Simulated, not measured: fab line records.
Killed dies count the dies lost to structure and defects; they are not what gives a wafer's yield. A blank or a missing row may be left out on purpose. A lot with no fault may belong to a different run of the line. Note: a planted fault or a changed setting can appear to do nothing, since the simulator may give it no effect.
Matching of chambers | flow sky130 | SKY_VIA1_CMP_02 on cmp-02 has 4 sister chambers
The step polishes SiO2. 24 wafers are shown with their chamber, then 12 later ones without.

== WAFERS, EACH WITH ITS CHAMBER ==
wafer  | chamber | motor current A (A)
L074.2 | 3       | 10.2
L074.3 | 1       | 12.8
L074.6 | 2       | 11.6
L076.1 | 1       | 12.5
L076.2 | 3       | 10.7
L076.5 | 1       | 12.4
L075.1 | 3       | 10.5
L075.2 | 1       | 13.0
L075.4 | 2       | 11.8
L077.2 | 2       | 12.3
L077.4 | 3       | 10.2
L077.5 | 3       | 9.9
L079.2 | 0       | 10.9
L079.5 | 2       | 11.9
L079.6 | 1       | 12.3
L082.1 | 1       | 12.6
L082.2 | 2       | 12.0
L082.4 | 3       | 10.0
L083.1 | 3       | 10.7
L083.2 | 2       | 11.6
L083.6 | 3       | 9.6
L088.2 | 0       | 11.4
L088.5 | 1       | 12.0
L088.6 | 0       | 12.3

SIGNATURES (averages over the wafers above)
reading         | chamber 0 | chamber 1 | chamber 2 | chamber 3 | scatter within a chamber
motor current A | 11.533    | 12.514    | 11.867    | 10.225    | 0.393
Rule: a wafer lies at a distance from a chamber equal to the root of the sum of squares, over the readings, of (its reading less the chamber's mean, divided by the reading's scatter). If the next closest chamber is less than 2 further off than the closest, the wafer can't be placed; otherwise it belongs to the closest. The scatter: take each reading less its chamber's mean, square it, sum over the shown wafers, divide by the number of wafers less the number of chambers, and take the root.

== WAFERS WITHOUT THEIR CHAMBER ==
wafer  | motor current A (A)
L092.1 | 11.8
L092.2 | 12.1
L092.5 | 11.3
L090.3 | 11.7
L090.4 | 11.9
L090.6 | 9.8
L093.1 | 12.3
L093.3 | 10.6
L093.4 | 12.4
L095.2 | 10.2
L095.4 | 11.1
L095.6 | 11.7

== THE CHAMBER EACH PASSED THROUGH ==
wafer  | from the rows above          | in truth
L092.1 | can't be placed: 2 or 0 or 1 | 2
L092.2 | can't be placed: 2 or 1 or 0 | 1
L092.5 | can't be placed: 0 or 2      | 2
L090.3 | can't be placed: 0 or 2 or 1 | 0
L090.4 | can't be placed: 2 or 0 or 1 | 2
L090.6 | 3                            | 3
L093.1 | can't be placed: 1 or 2 or 0 | 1
L093.3 | can't be placed: 3 or 0      | 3
L093.4 | can't be placed: 1 or 2 or 0 | 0
L095.2 | 3                            | 3
L095.4 | can't be placed: 0 or 2 or 3 | 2
L095.6 | can't be placed: 0 or 2 or 1 | 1
Correctly placed: 2 of 12. From these rows, 10 cannot be placed; in 10 the true chamber is one of the candidates. 0 placed wrongly.
